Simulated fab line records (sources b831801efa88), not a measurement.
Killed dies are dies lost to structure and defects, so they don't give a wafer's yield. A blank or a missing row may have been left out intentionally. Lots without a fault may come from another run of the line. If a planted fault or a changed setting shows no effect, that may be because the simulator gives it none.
fab line records	flow sfq-line
record lots=6	wafers=18	last-day=96
route steps=325 shown M4@152 I4@163 JJ@178 M5@206 M8@325
lots that met no fault: taken from a fault-free run of the same line
start-h: the number of hours between the record's first day and the start of the first shown wafer of the lot	wait-h: how many hours have passed since the lot's step before this one	" the same as in the row above	L1.1+2: a single row standing in for several wafers	- no value present, or no start provided	* or withheld: withheld	< > ~ a bound
route shown NAME@n: names a module that has steps shown in the file, with the first one's number in the route	usual: mean/standard deviation taken from wafers without a fault	same: alike in all rows	chamber/n: place in a boat	sites: each site's reading	_std_site: the standard deviation of these	_edge_site: the outer-site mean with the inner-site mean subtracted	radius-mm: how far each site lies from the wafer's centre	mask NAME#n: copy n	behind: the last tool/chamber to shape the wafer	hold: why the lot was held/for how many hours/how that ended	device: which transistor (n, p or np) failed to switch	end of line: the tests these same wafers got at the end of their route	step lacking rows: just its recipe	killed: not the wafer's yield, but the dies lost to structure and defects at the first sort	map: the dies of a wafer, with x for killed, . for not killed, _ for no die there
set.NAME: the setting that was run; set.NAME@STEP: the one run at that earlier step	model.NAME: the simulator's own value behind a step, which no gauge read
certain route steps with their lots: each step a table, each wafer a row
services: from which hour (start-h, from the record's first day; less than 0 if before it) a tool's chamber was out of use, for how many hours, and why
## steps
# step SFQ_TRILAYER_M4_LITHO_COAT_098
# recipe resist=BARC	spin-rpm=3063	resist-thk-nm=62
# step SFQ_TRILAYER_M4_LITHO_COAT_093
# recipe resist=KrF	spin-rpm=3000	resist-thk-nm=600
# step SFQ_TRILAYER_M4_LITHO_SOFTBAKE_097
# recipe temp-c=withheld	time-s=withheld	resist=KrF
# step SFQ_TRILAYER_M4_LITHO_EXPOSE_094
# recipe mask-id=M4	na=0.6	source-shape=conventional	sigma-outer=0.65	target-cd-nm=500	dose-mj=14.4
# step SFQ_TRILAYER_M4_LITHO_PEB_096
# recipe peb-temp-c=115	peb-time-s=60	resist=KrF
# step SFQ_TRILAYER_M4_LITHO_DEVELOP_095
# recipe time-s=60	resist=KrF
# step SFQ_M4_OVL_MEAS_926
# usual M4_OVL=1/4.5
lot.wafer	tool	chamber	start-h	wait-h	M4_OVL[nm]
L599.2	overlay-02	-	1040.49	0.1	6
L599.3	"	-	"	"	5
L599.4	"	-	"	"	5
L602.3	overlay-01	-	1212.47	0.1	-5
L602.4	"	-	"	"	-1
L602.6	"	-	"	"	0
L603.2	overlay-01	-	1214.87	0.1	-1
L603.5	"	-	"	"	0
L603.6	"	-	"	"	1
L605.1	overlay-01	-	1236.40	0.1	-2
L605.2	"	-	"	"	-5
L605.5	"	-	"	"	-5
L615.3	overlay-02	-	1448.13	0.1	-2
L615.5	"	-	"	"	-3
L615.6	"	-	"	"	7
L622.1	overlay-01	-	1509.17	0.1	7
L622.3	"	-	"	"	9
L622.4	"	-	"	"	5
# step SFQ_TRILAYER_M4_BARC_OPEN_METAL_ETCH_123
# recipe mask-material=PR	chemistry=O2	target-depth-nm=125	target=BARC	icp-w=600	bias-w=80	pressure-mtorr=10	time-s=41.7
# usual chamber-pressure-mTorr=10.000/0.0091	drypump-motor-current-A=6.0/0.32	oes-product-au=0.682/0.0048
# same time-s=41.7
lot.wafer	tool	chamber	start-h	wait-h	chamber-pressure-mTorr	drypump-motor-current-A	oes-product-au	rf-hours-counter-h
L599.2	rie-metal-04	0	1040.52	0.0	10.004	5.7	0.680	113
L599.3	"	1	"	"	10.010	6.4	0.679	-
L599.4	"	0	"	"	9.992	5.7	0.680	-
L602.3	rie-metal-04	1	1212.52	0.0	9.982	6.4	0.681	-
L602.4	"	0	"	"	9.997	5.7	0.678	-
L602.6	"	0	"	"	10.001	5.7	0.674	-
L603.2	rie-metal-04	0	1214.90	0.0	9.998	5.7	0.684	16
L603.5	"	0	"	"	10.007	5.7	0.676	-
L603.6	"	1	"	"	9.994	6.4	0.681	-
L605.1	rie-metal-02	0	1236.44	0.0	9.987	5.5	0.680	103
L605.2	"	1	"	"	9.994	6.0	0.682	71
L605.5	"	0	"	"	10.018	5.5	0.679	-
L615.3	rie-metal-03	1	1448.17	0.0	10.003	5.8	0.678	-
L615.5	"	0	"	"	9.988	6.3	0.674	-
L615.6	"	1	"	"	10.014	5.8	0.679	-
L622.1	rie-metal-03	1	1509.21	0.0	9.995	5.8	0.690	94
L622.3	"	1	"	"	10.007	5.8	0.680	-
L622.4	"	0	"	"	10.009	6.3	0.685	-
# step SFQ_TRILAYER_M4_ETCH_METAL_ETCH_096
# recipe target=Nb	stop-on=SiO2	mask-material=PR	chemistry=Cl2/Ar	target-depth-nm=240	icp-w=600	bias-w=80	pressure-mtorr=10	time-s=120
# step SFQ_TRILAYER_M4_STRIP_STRIP_097
# recipe gas=O2	power-w=200	platen-temp-c=40	overash-fraction=0.65	chemistry=O2	pressure-mtorr=50
# step SFQ_TRILAYER_M4_STRIP_SOLV_CLEAN_098
# recipe chemistry=NMP	temp-c=70	time-s=600
# step SFQ_TRILAYER_I4_DEP_PECVD_099
# recipe material=SiO2	temp-c=150	time-s=111.11	pressure-torr=2.4	rf-w=183.3	precursor=SiH4/N2O	target-thk-nm=500
# step SFQ_TRILAYER_I4_CMP_CMP_100
# recipe material=SiO2	down-force-psi=3	platen-rpm=60	pad-velocity-m-s=0.94248
# usual motor-current-A=10.1/1	time-to-endpoint-s=216/6.4
lot.wafer	tool	chamber	start-h	wait-h	motor-current-A	time-to-endpoint-s	model.SiO2_of_TRILAYER_I4_DEP_PECVD_099.thk-nm
L599.2	cmp-02	3	1043.83	2.3	9.3	213	198.8
L599.3	"	0	"	"	8.9	214	201.4
L599.4	"	2	1045.33	3.8	11.8	213	200.3
L602.3	cmp-02	0	1213.55	0.0	8.3	252	151.2
L602.4	"	2	1214.55	1.0	11.3	258	150.1
L602.6	"	0	1215.55	2.0	8.5	265	150.4
L603.2	cmp-01	2	1217.31	1.4	10.3	224	201.3
L603.5	"	2	1219.31	3.4	10.6	232	200.7
L603.6	"	3	"	"	10.0	224	200.2
L605.1	cmp-02	0	1238.33	0.9	8.5	250	151.5
L605.2	"	1	"	"	12.2	243	151.3
L605.5	"	0	1240.33	2.9	8.7	254	152.5
L615.3	cmp-02	2	1460.00	10.9	11.6	211	200.5
L615.6	"	2	1462.00	12.8	11.4	217	200.5
L615.5	"	3	"	"	9.3	221	201.1
L622.4	cmp-02	3	1520.50	10.3	9.6	215	200.2
L622.3	"	0	"	"	9.2	218	200.3
L622.1	"	1	"	"	11.6	217	199.4
# step SFQ_I4_BOW_MEAS_927
# recipe mode=bow
# usual I4_BOW=3/12
lot.wafer	tool	chamber	start-h	wait-h	I4_BOW[um]
L599.2	film-metro-02	-	1046.85	2.5	-2
L599.3	"	-	"	"	7
L599.4	"	-	"	"	17
L602.3	film-metro-03	-	1216.59	2.5	3
L602.4	"	-	"	"	0
L602.6	"	-	"	"	11
L603.2	film-metro-03	-	1220.33	2.5	3
L603.5	"	-	"	"	12
L603.6	"	-	"	"	4
L605.1	film-metro-04	-	1240.83	2.0	0
L605.2	"	-	"	"	8
L605.5	"	-	"	"	21
L615.3	film-metro-03	-	1463.04	2.5	13
L615.5	"	-	"	"	3
L615.6	"	-	"	"	-6
L622.1	film-metro-04	-	1523.00	1.0	1
L622.3	"	-	"	"	10
L622.4	"	-	"	"	-12
# step SFQ_TRILAYER_I4_METRO_MEASURE_101
# usual thk-nm=200.1/1
lot.wafer	tool	chamber	start-h	wait-h	thk-nm
L599.2	film-metro-02	-	1047.15	0.3	198.9
L599.3	"	-	"	"	201.3
L599.4	"	-	"	"	200.4
L602.3	film-metro-03	-	1217.07	0.5	151.2
L602.4	"	-	"	"	150.2
L602.6	"	-	"	"	150.3
L603.2	film-metro-03	-	1220.63	0.3	201.4
L603.5	"	-	"	"	200.5
L603.6	"	-	"	"	200.1
L605.1	film-metro-04	-	1240.95	0.1	151.5
L605.2	"	-	"	"	151.4
L605.5	"	-	"	"	152.4
L615.3	film-metro-03	-	1463.52	0.5	200.5
L615.5	"	-	"	"	201.1
L615.6	"	-	"	"	200.5
L622.1	film-metro-04	-	1523.12	0.1	199.4
L622.3	"	-	"	"	200.3
L622.4	"	-	"	"	200.5
# step SFQ_TRILAYER_I4_VIA_LITHO_COAT_108
# recipe resist=BARC	spin-rpm=3000	resist-thk-nm=62
# step SFQ_TRILAYER_I4_VIA_LITHO_COAT_103
# recipe resist=KrF	spin-rpm=3000	resist-thk-nm=658.7
# step SFQ_TRILAYER_I4_VIA_LITHO_SOFTBAKE_107
# recipe temp-c=withheld	time-s=withheld	resist=KrF
# step SFQ_TRILAYER_I4_VIA_LITHO_EXPOSE_104
# recipe mask-id=I4	na=0.6	source-shape=conventional	sigma-outer=0.65	target-cd-nm=700	dose-mj=21.3
# step SFQ_TRILAYER_I4_VIA_LITHO_PEB_106
# recipe peb-temp-c=115	peb-time-s=60	resist=KrF
# step SFQ_TRILAYER_I4_VIA_LITHO_DEVELOP_105
# recipe time-s=60	resist=KrF
# step SFQ_I4_OVL_MEAS_928
# usual I4_OVL=-3/4.8
lot.wafer	tool	chamber	start-h	wait-h	I4_OVL[nm]
L599.2	overlay-01	-	1177.12	0.1	-11
L599.3	"	-	"	"	-12
L599.4	"	-	"	"	-12
L602.3	overlay-01	-	1220.13	0.1	-7
L602.4	"	-	"	"	-3
L602.6	"	-	"	"	4
L603.2	overlay-01	-	1225.17	0.1	-3
L603.5	"	-	"	"	-4
L603.6	"	-	"	"	0
L605.1	overlay-01	-	1267.55	0.1	0
L605.2	"	-	"	"	-5
L605.5	"	-	"	"	-3
L615.3	overlay-02	-	1575.15	0.1	-4
L615.5	"	-	"	"	-3
L615.6	"	-	"	"	-8
L622.1	overlay-01	-	1653.63	0.1	-7
L622.3	"	-	"	"	-8
L622.4	"	-	"	"	-9
# step SFQ_TRILAYER_I4_VIA_BARC_OPEN_VIA_ETCH_146
# recipe mask-material=PR	chemistry=O2	target-depth-nm=125	target=BARC	source-w=500	bias-w=80	pressure-mtorr=30	time-s=41.7
# usual chamber-pressure-mTorr=29.998/0.029	drypump-motor-current-A=5.9/0.43	oes-product-au=0.685/0.0042
# same time-s=41.7
lot.wafer	tool	chamber	start-h	wait-h	chamber-pressure-mTorr	drypump-motor-current-A	oes-product-au	rf-hours-counter-h
L599.2	rie-diel-03	0	1177.15	0.0	30.005	6.3	0.684	2
L599.3	"	1	"	"	30.034	5.5	0.682	8
L599.4	"	3	"	"	30.037	6.2	0.684	10
L602.3	rie-diel-03	1	1220.16	0.0	29.987	5.5	0.684	9
L602.4	"	2	"	"	29.993	6.5	0.683	5
L602.6	"	2	"	"	30.013	6.5	0.681	-
L603.2	rie-diel-03	1	1225.20	0.0	29.989	5.5	0.680	9
L603.5	"	0	"	"	29.987	6.4	0.685	-
L603.6	"	1	"	"	30.039	5.5	0.687	-
L605.1	rie-diel-01	2	1267.59	0.0	29.993	6.1	0.689	8
L605.2	"	0	"	"	29.997	5.4	0.683	11
L605.5	"	1	"	"	30.021	6.0	0.685	-
L615.3	rie-diel-03	2	1575.17	0.0	29.982	6.5	0.682	9
L615.5	"	1	"	"	29.967	5.5	0.683	-
L615.6	"	2	"	"	29.991	6.5	0.684	-
L622.1	rie-diel-03	2	1653.66	0.0	29.971	6.5	0.688	11
L622.3	"	1	"	"	29.988	5.5	0.684	16
L622.4	"	3	"	"	30.004	6.2	0.680	17
# step SFQ_TRILAYER_I4_VIA_ETCH_VIA_ETCH_106
# recipe target=SiO2	stop-on=Nb	mask-material=PR	taper-deg=20	chemistry=CHF3	target-depth-nm=260	source-w=500	bias-w=80	pressure-mtorr=30	time-s=withheld
# usual chamber-pressure-mTorr=29.998/0.027	drypump-motor-current-A=5.9/0.43	oes-product-au=0.854/0.005
lot.wafer	tool	chamber	start-h	wait-h	chamber-pressure-mTorr	drypump-motor-current-A	oes-product-au	model.etch.depth-nm	model.I4.feature-depth-nm
L599.2	rie-diel-03	0	1177.19	0.0	29.949	6.4	0.855	198.8	198.8
L599.3	"	1	"	"	30.035	5.5	0.851	201.4	201.4
L599.4	"	3	"	"	29.967	6.2	0.860	200.3	200.3
L602.3	rie-diel-03	1	1220.20	0.0	30.013	5.5	0.736	151.2	151.2
L602.4	"	2	"	"	30.014	6.5	0.742	150.1	150.1
L602.6	"	2	"	"	29.987	6.5	0.735	150.4	150.4
L603.2	rie-diel-03	1	1225.24	0.0	30.031	5.5	0.850	201.3	201.3
L603.5	"	0	"	"	29.971	6.4	0.861	200.7	200.7
L603.6	"	1	"	"	29.979	5.5	0.853	200.2	200.2
L605.1	rie-diel-01	2	1267.63	0.0	30.008	6.1	0.734	151.5	151.5
L605.2	"	0	"	"	29.979	5.4	0.741	151.3	151.3
L605.5	"	1	"	"	29.997	5.9	0.738	152.5	152.5
L615.3	rie-diel-03	2	1575.21	0.0	30.026	6.5	0.853	200.5	200.5
L615.5	"	1	"	"	30.021	5.5	0.859	201.1	201.1
L615.6	"	2	"	"	29.960	6.5	0.854	200.5	200.5
L622.1	rie-diel-03	2	1653.70	0.0	29.971	6.5	0.851	199.4	199.4
L622.3	"	1	"	"	30.017	5.5	0.860	200.3	200.3
L622.4	"	3	"	"	30.027	6.2	0.857	200.2	200.2
# step SFQ_TRILAYER_I4_VIA_STRIP_STRIP_107
# recipe gas=O2	power-w=200	platen-temp-c=40	overash-fraction=0.65	chemistry=O2	pressure-mtorr=50
# usual chamber-pressure-mTorr=50.00/0.048	drypump-motor-current-A=5.80/0.28	oes-product-au=0.998/0.0082
lot.wafer	tool	chamber	start-h	wait-h	chamber-pressure-mTorr	drypump-motor-current-A	oes-product-au	rf-hours-counter-h
L599.2	rie-metal-03	0	1177.30	-	50.08	6.33	0.994	93
L599.3	"	0	"	"	50.06	6.33	0.995	-
L599.4	"	1	"	"	49.99	5.80	0.995	-
L602.3	rie-metal-02	1	1220.51	-	49.95	5.99	0.998	-
L602.4	"	0	"	"	50.02	5.49	1.005	-
L602.6	"	0	"	"	50.00	5.48	1.003	-
L603.2	rie-metal-01	0	1225.55	-	50.00	5.62	1.007	-
L603.5	"	0	"	"	50.09	5.63	1.005	-
L603.6	"	0	"	"	50.00	5.63	1.013	-
L605.1	rie-metal-03	1	1267.74	-	49.90	5.81	0.984	57
L605.2	"	0	"	"	49.97	6.36	1.001	105
L605.5	"	1	"	"	50.03	5.82	0.992	-
L615.3	rie-metal-03	0	1575.53	-	50.04	6.32	0.991	-
L615.5	"	1	"	"	50.03	5.83	0.996	-
L615.6	"	0	"	"	49.99	6.34	0.999	-
L622.1	rie-metal-01	0	1653.82	-	49.91	5.64	0.987	19
L622.3	"	0	"	"	50.05	5.66	0.999	-
L622.4	"	1	"	"	50.03	5.86	1.004	-
# step SFQ_TRILAYER_I4_VIA_STRIP_SOLV_CLEAN_108
# recipe chemistry=NMP	temp-c=70	time-s=600
# step SFQ_TRILAYER_JJ_TRILAYER_DEP_PRE_CLEAN_113
# recipe gas=Ar	time-s=22.5	bias-v=250
# step SFQ_TRILAYER_JJ_TRILAYER_DEP_SPUTTER_109
# recipe material=Nb	base-pressure-pa=1.33e-06	chamber-pressure-pa=0.1333	substrate-temp-c=20	target-thk-nm=150	power-w=2000	time-s=100
# step SFQ_TRILAYER_JJ_TRILAYER_DEP_SPUTTER_110
# recipe material=Al	base-pressure-pa=1.33e-06	target-thk-nm=8	power-w=500	time-s=10	chamber-pressure-pa=0.4
# usual throttle-valve-pct=29.8/1.1
# same time-s=10
lot.wafer	tool	chamber	start-h	wait-h	throttle-valve-pct
L599.2	pvd-sputter-05	-	1178.17	0.0	29.1
L599.3	"	-	"	"	30.4
L599.4	"	-	"	"	30.7
L602.3	pvd-sputter-05	-	1221.18	0.0	28.0
L602.4	"	-	"	"	30.6
L602.6	"	-	"	"	30.7
L603.2	pvd-sputter-06	-	1226.82	0.0	29.1
L603.5	"	-	"	"	31.9
L603.6	"	-	"	"	28.8
L605.1	pvd-sputter-04	-	1268.62	0.0	28.9
L605.2	"	-	"	"	30.3
L605.5	"	-	"	"	29.5
L615.3	pvd-sputter-05	-	1576.20	0.0	30.9
L615.5	"	-	"	"	29.0
L615.6	"	-	"	"	30.5
L622.1	pvd-sputter-04	-	1654.69	0.0	28.7
L622.3	"	-	"	"	29.4
L622.4	"	-	"	"	30.3
# step SFQ_TRILAYER_JJ_TRILAYER_DEP_AL_OXIDATION_111
# recipe pressure-mbar=0.014667	oxidation-time-s=600	temperature-k=293
# step SFQ_TRILAYER_JJ_TRILAYER_DEP_SPUTTER_112
# recipe material=Nb	base-pressure-pa=1.33e-06	chamber-pressure-pa=0.1333	substrate-temp-c=20	target-thk-nm=170	power-w=2000	time-s=113.3
# usual throttle-valve-pct=29.8/1.1
# same time-s=113.3
lot.wafer	tool	chamber	start-h	wait-h	throttle-valve-pct
L599.2	pvd-sputter-05	-	1179.20	0.5	28.9
L599.3	"	-	"	"	30.8
L599.4	"	-	"	"	30.8
L602.3	pvd-sputter-05	-	1222.21	0.5	28.1
L602.4	"	-	"	"	30.6
L602.6	"	-	"	"	30.7
L603.2	pvd-sputter-06	-	1227.85	0.5	29.8
L603.5	"	-	"	"	31.7
L603.6	"	-	"	"	28.8
L605.1	pvd-sputter-04	-	1269.64	0.5	28.6
L605.2	"	-	"	"	30.1
L605.5	"	-	"	"	29.6
L615.3	pvd-sputter-05	-	1577.22	0.5	30.8
L615.5	"	-	"	"	29.3
L615.6	"	-	"	"	30.8
L622.1	pvd-sputter-04	-	1655.72	0.5	28.7
L622.3	"	-	"	"	29.7
L622.4	"	-	"	"	30.3
# step SFQ_JJ_RS_MEAS_929
# recipe thk-meas-gauge=four-point-probe	reads=Nb_of_TRILAYER_JJ_TRILAYER_DEP_SPUTTER_112
# usual JJ_NB_RS=1.051/0.0091
lot.wafer	tool	chamber	start-h	wait-h	JJ_NB_RS[ohm/sq]
L599.2	film-metro-03	-	1179.30	0.1	1.037
L599.3	"	-	"	"	1.041
L599.4	"	-	"	"	1.035
L602.3	film-metro-04	-	1222.33	0.1	1.049
L602.4	"	-	"	"	1.053
L602.6	"	-	"	"	1.048
L603.2	film-metro-04	-	1227.95	0.1	1.068
L603.5	"	-	"	"	1.067
L603.6	"	-	"	"	1.063
L605.1	film-metro-04	-	1269.72	0.0	1.042
L605.2	"	-	"	"	1.037
L605.5	"	-	"	"	1.032
L615.3	film-metro-04	-	1577.34	0.1	1.055
L615.5	"	-	"	"	1.061
L615.6	"	-	"	"	1.060
L622.1	film-metro-01	-	1655.79	0.0	1.053
L622.3	"	-	"	"	1.048
L622.4	"	-	"	"	1.037
# step SFQ_TRILAYER_JJ_CE_LITHO_COAT_119
# recipe resist=BARC	spin-rpm=3000	resist-thk-nm=62
# step SFQ_TRILAYER_JJ_CE_LITHO_COAT_114
# recipe resist=KrF	spin-rpm=3000	resist-thk-nm=608.3
# step SFQ_TRILAYER_JJ_CE_LITHO_SOFTBAKE_118
# recipe temp-c=withheld	time-s=withheld	resist=KrF
# step SFQ_TRILAYER_JJ_CE_LITHO_EXPOSE_115
# recipe mask-id=J5	na=0.6	source-shape=conventional	sigma-outer=0.65	target-cd-nm=700	dose-mj=14.4
# step SFQ_TRILAYER_JJ_CE_LITHO_PEB_117
# recipe peb-temp-c=115	peb-time-s=60	resist=KrF
# step SFQ_TRILAYER_JJ_CE_LITHO_DEVELOP_116
# recipe time-s=60	resist=KrF
# step SFQ_JJ_OVL_MEAS_931
# usual J5_OVL=-1/4.7
lot.wafer	tool	chamber	start-h	wait-h	J5_OVL[nm]
L599.2	overlay-02	-	1206.92	0.1	1
L599.3	"	-	"	"	8
L599.4	"	-	"	"	2
L602.3	overlay-01	-	1226.37	0.1	-6
L602.4	"	-	"	"	5
L602.6	"	-	"	"	-3
L603.2	overlay-01	-	1230.36	0.1	2
L603.5	"	-	"	"	0
L603.6	"	-	"	"	-2
L605.1	overlay-02	-	1272.15	0.1	3
L605.2	"	-	"	"	6
L605.5	"	-	"	"	-4
L615.3	overlay-02	-	1579.75	0.1	5
L615.5	"	-	"	"	1
L615.6	"	-	"	"	-2
L622.1	overlay-01	-	1658.22	0.1	-3
L622.3	"	-	"	"	-2
L622.4	"	-	"	"	4
# step SFQ_TRILAYER_JJ_CE_METRO_MEASURE_117
# step SFQ_TRILAYER_JJ_CE_BARC_OPEN_RIE_150
# recipe mask-material=PR	chemistry=O2	target-depth-nm=240	target=BARC	icp-w=600	bias-w=80	pressure-mtorr=10	time-s=80
# step SFQ_TRILAYER_M5_ETCH_METAL_ETCH_126
# recipe target=Nb	stop-on=SiO2	mask-material=PR	over-etch-frac=0.15	time-s=203.2	chemistry=Cl2/BCl3	target-depth-nm=265	icp-w=600	bias-w=80	pressure-mtorr=10
# usual chamber-pressure-mTorr=10.001/0.0098	drypump-motor-current-A=5.9/0.31	oes-product-au=0.728/0.006
# same time-s=203.2
lot.wafer	tool	chamber	start-h	wait-h	chamber-pressure-mTorr	drypump-motor-current-A	oes-product-au	rf-hours-counter-h	model.SiO2_of_TRILAYER_I4_DEP_PECVD_099.thk-nm
L599.2	rie-metal-03	0	1340.47	0.0	9.993	6.3	0.736	116	178.9
L599.3	"	0	"	"	10.014	6.3	0.727	-	181.6
L599.4	"	1	"	"	9.991	5.8	0.730	-	180.7
L602.3	rie-metal-01	0	1359.99	0.1	10.012	5.6	0.726	-	131.3
L602.4	"	1	"	"	9.993	5.8	0.731	-	130.1
L602.6	"	1	"	"	10.015	5.9	0.725	-	130.5
L603.2	rie-metal-04	0	1368.32	0.0	10.001	5.7	0.721	33	181.5
L603.5	"	0	"	"	9.984	5.7	0.734	-	181
L603.6	"	1	"	"	10.009	6.4	0.719	-	180.5
L605.1	rie-metal-04	1	1393.47	0.1	9.995	6.4	0.727	124	131.8
L605.2	"	0	"	"	10.003	5.7	0.727	37	131.6
L605.5	"	1	"	"	10.000	6.4	0.730	-	132.7
L615.3	rie-metal-01	1	1587.21	0.1	9.994	5.9	0.721	-	180.6
L615.5	"	1	"	"	10.005	5.9	0.735	-	181.2
L615.6	"	0	"	"	9.998	5.6	0.721	-	180.6
L622.1	rie-metal-01	1	1793.12	0.0	10.001	5.9	0.726	73	179.4
L622.3	"	0	"	"	10.014	5.6	0.727	-	180.5
L622.4	"	1	"	"	10.006	5.9	0.727	-	180.3
# step SFQ_M8_BOW_MEAS_951
# recipe mode=bow
# usual M8_BOW=10/11
lot.wafer	tool	chamber	start-h	wait-h	M8_BOW[um]	model.etest.i4.link-ohm
L599.2	film-metro-04	-	2045.38	0.0	7	2.148
L599.3	"	-	"	"	16	2.164
L599.4	"	-	"	"	27	2.162
L602.3	film-metro-03	-	2075.77	0.0	3	2.16
L602.4	"	-	"	"	1	2.146
L602.6	"	-	"	"	11	2.139
L603.2	film-metro-02	-	2080.37	0.0	6	2.175
L603.5	"	-	"	"	16	2.17
L603.6	"	-	"	"	8	2.172
L605.1	film-metro-03	-	2105.96	0.0	7	2.134
L605.2	"	-	"	"	15	2.137
L605.5	"	-	"	"	29	2.127
L615.3	film-metro-02	-	2241.97	0.0	30	2.174
L615.5	"	-	"	"	21	2.157
L615.6	"	-	"	"	12	2.172
L622.1	film-metro-03	-	2296.14	0.0	7	2.183
L622.3	"	-	"	"	16	2.18
L622.4	"	-	"	"	-7	2.17
## services
tool	chamber	start-h	hours	kind
rie-metal-03	-	1047.43	14.0	repair
cmp-02	-	1072.80	0.6	repair
rie-diel-03	-	1139.75	0.4	repair
rie-diel-03	-	1145.17	10.0	pm
rie-metal-03	0	1185.84	1.7	repair
rie-metal-03	-	1190.64	2.8	pm
rie-diel-03	2	1238.97	7.8	repair
rie-metal-03	-	1244.11	5.7	repair
rie-diel-03	2	1257.84	9.7	repair
pvd-sputter-05	-	1343.13	7.3	repair
rie-metal-03	-	1379.84	1.4	pm
pvd-sputter-05	-	1411.94	4.3	repair
rie-diel-03	-	1435.46	2.8	pm
rie-diel-03	0	1496.75	5.7	repair
rie-diel-03	0	1550.19	8.8	repair
pvd-sputter-05	-	1563.86	0.9	repair
rie-diel-03	3	1610.17	3.7	repair
pvd-sputter-05	-	1616.02	14.6	repair
rie-diel-03	1	1622.19	13.3	repair
rie-diel-03	2	1683.82	1.4	repair
rie-diel-03	3	1705.30	2.5	repair
pvd-sputter-05	-	1746.47	3.5	repair
rie-diel-03	-	1752.95	0.3	repair
rie-metal-03	1	1763.47	5.0	repair
## key
first-sign step=SFQ_TRILAYER_I4_CMP_CMP_100	reading=time-to-endpoint-s	direction=up	sigmas=5.8	usual=*	struck=*
effect step=SFQ_TRILAYER_I4_METRO_MEASURE_101	reading=thk-nm	direction=down	sigmas=49	usual=200.1	struck=151.2
effect step=SFQ_TRILAYER_I4_VIA_ETCH_VIA_ETCH_106	reading=oes-product-au	direction=down	sigmas=23	usual=0.854	struck=0.738
model-effect step=SFQ_TRILAYER_I4_CMP_CMP_100	value=SiO2_of_TRILAYER_I4_DEP_PECVD_099.thk-nm	without=201.1	struck=151.1
model-effect step=SFQ_TRILAYER_I4_VIA_ETCH_VIA_ETCH_106	value=etch.depth-nm	without=201.1	struck=151.1
model-effect step=SFQ_TRILAYER_M5_ETCH_METAL_ETCH_126	value=SiO2_of_TRILAYER_I4_DEP_PECVD_099.thk-nm	without=181.3	struck=131.3
model-effect step=SFQ_M8_BOW_MEAS_951	value=etest.i4.link-ohm	without=2.164	struck=2.14
met-at SFQ_TRILAYER_I4_CMP_CMP_100
struck-wafers L602.3,L602.4,L602.6,L605.1,L605.2,L605.5
onset-between 1043.83 1213.55
fault kind=process-parameter-drift	tool=cmp-02	chamber=-	onset-h=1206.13	steps=SFQ_TRILAYER_I4_CMP_CMP_100	channel=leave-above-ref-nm	offset=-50	shape=step	end-h=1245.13	acts-in=these-recipes-only	stated=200
